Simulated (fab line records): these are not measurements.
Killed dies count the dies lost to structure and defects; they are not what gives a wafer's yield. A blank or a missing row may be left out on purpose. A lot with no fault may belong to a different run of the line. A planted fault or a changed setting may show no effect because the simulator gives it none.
Matching of chambers / flow gf180mcu / cmp-01 running GF_V1_CMP_04: 4 sister chambers
The step polishes SiO2. 14 wafers are shown with their chamber, then 7 later ones without.

EACH WAFER AND ITS CHAMBER
wafer=L447.2; chamber=3; motor_current_A (A)=12.8; edge_zone_pressure_frac=0.989; time_to_endpoint_s (s)=78
wafer=L447.4; chamber=0; motor_current_A (A)=11.0; edge_zone_pressure_frac=1.004; time_to_endpoint_s (s)=88
wafer=L447.6; chamber=2; motor_current_A (A)=11.5; edge_zone_pressure_frac=1.000; time_to_endpoint_s (s)=82
wafer=L450.1; chamber=1; motor_current_A (A)=12.7; edge_zone_pressure_frac=1.010; time_to_endpoint_s (s)=72
wafer=L450.4; chamber=0; motor_current_A (A)=11.4; edge_zone_pressure_frac=0.992; time_to_endpoint_s (s)=88
wafer=L450.6; chamber=1; motor_current_A (A)=12.8; edge_zone_pressure_frac=1.010; time_to_endpoint_s (s)=77
wafer=L449.1; chamber=2; motor_current_A (A)=10.6; edge_zone_pressure_frac=1.006; time_to_endpoint_s (s)=80
wafer=L449.5; chamber=1; motor_current_A (A)=12.6; edge_zone_pressure_frac=1.005; time_to_endpoint_s (s)=84
wafer=L449.6; chamber=0; motor_current_A (A)=11.2; edge_zone_pressure_frac=0.998; time_to_endpoint_s (s)=85
wafer=L464.1; chamber=0; motor_current_A (A)=11.3; edge_zone_pressure_frac=0.988; time_to_endpoint_s (s)=77
wafer=L464.2; chamber=3; motor_current_A (A)=13.1; edge_zone_pressure_frac=1.006; time_to_endpoint_s (s)=75
wafer=L464.6; chamber=0; motor_current_A (A)=11.1; edge_zone_pressure_frac=0.993; time_to_endpoint_s (s)=80
wafer=L466.2; chamber=0; motor_current_A (A)=11.8; edge_zone_pressure_frac=1.002; time_to_endpoint_s (s)=75
wafer=L466.3; chamber=3; motor_current_A (A)=13.2; edge_zone_pressure_frac=1.002; time_to_endpoint_s (s)=76

SIGNATURES (averages over the wafers above)
reading=motor_current_A; chamber 0=11.300; chamber 1=12.700; chamber 2=11.050; chamber 3=13.033; scatter within a chamber=0.302
reading=edge_zone_pressure_frac; chamber 0=0.99617; chamber 1=1.00833; chamber 2=1.00300; chamber 3=0.99900; scatter within a chamber=0.00621
reading=time_to_endpoint_s; chamber 0=82.17; chamber 1=77.67; chamber 2=81.00; chamber 3=76.33; scatter within a chamber=4.88
Rule: a wafer's distance from a chamber is the root of the sum, over the readings, of the square of ((its reading less the chamber's mean) divided by the reading's scatter). If the next closest chamber is less than 2 further off than the closest, the wafer can't be placed; otherwise it belongs to the closest. The scatter: the root of (the sum of the squares of (reading less its chamber's mean) over the shown wafers, divided by (wafers less chambers)).

WAFERS WHOSE CHAMBER IS MISSING
wafer=L466.6; motor_current_A (A)=12.6; edge_zone_pressure_frac=0.998; time_to_endpoint_s (s)=78
wafer=L467.1; motor_current_A (A)=13.4; edge_zone_pressure_frac=0.999; time_to_endpoint_s (s)=79
wafer=L467.5; motor_current_A (A)=12.1; edge_zone_pressure_frac=1.008; time_to_endpoint_s (s)=87
wafer=L467.6; motor_current_A (A)=11.9; edge_zone_pressure_frac=1.002; time_to_endpoint_s (s)=88
wafer=L470.2; motor_current_A (A)=12.6; edge_zone_pressure_frac=1.008; time_to_endpoint_s (s)=84
wafer=L470.3; motor_current_A (A)=11.7; edge_zone_pressure_frac=1.000; time_to_endpoint_s (s)=80
wafer=L470.6; motor_current_A (A)=11.0; edge_zone_pressure_frac=0.996; time_to_endpoint_s (s)=80

WHICH CHAMBER EACH ONE RAN IN
wafer=L466.6; from the rows above=can't be placed: 3 or 1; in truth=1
wafer=L467.1; from the rows above=can't be placed: 3 or 1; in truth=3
wafer=L467.5; from the rows above=can't be placed: 1 or 0 or 2 or 3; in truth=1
wafer=L467.6; from the rows above=can't be placed: 0 or 2 or 1 or 3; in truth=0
wafer=L470.2; from the rows above=can't be placed: 1 or 3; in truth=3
wafer=L470.3; from the rows above=can't be placed: 0 or 2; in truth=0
wafer=L470.6; from the rows above=can't be placed: 0 or 2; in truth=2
0 of 7 placed correctly. From these rows, 7 cannot be placed; in 7 the true chamber is one of the candidates. Placed wrongly: 0.
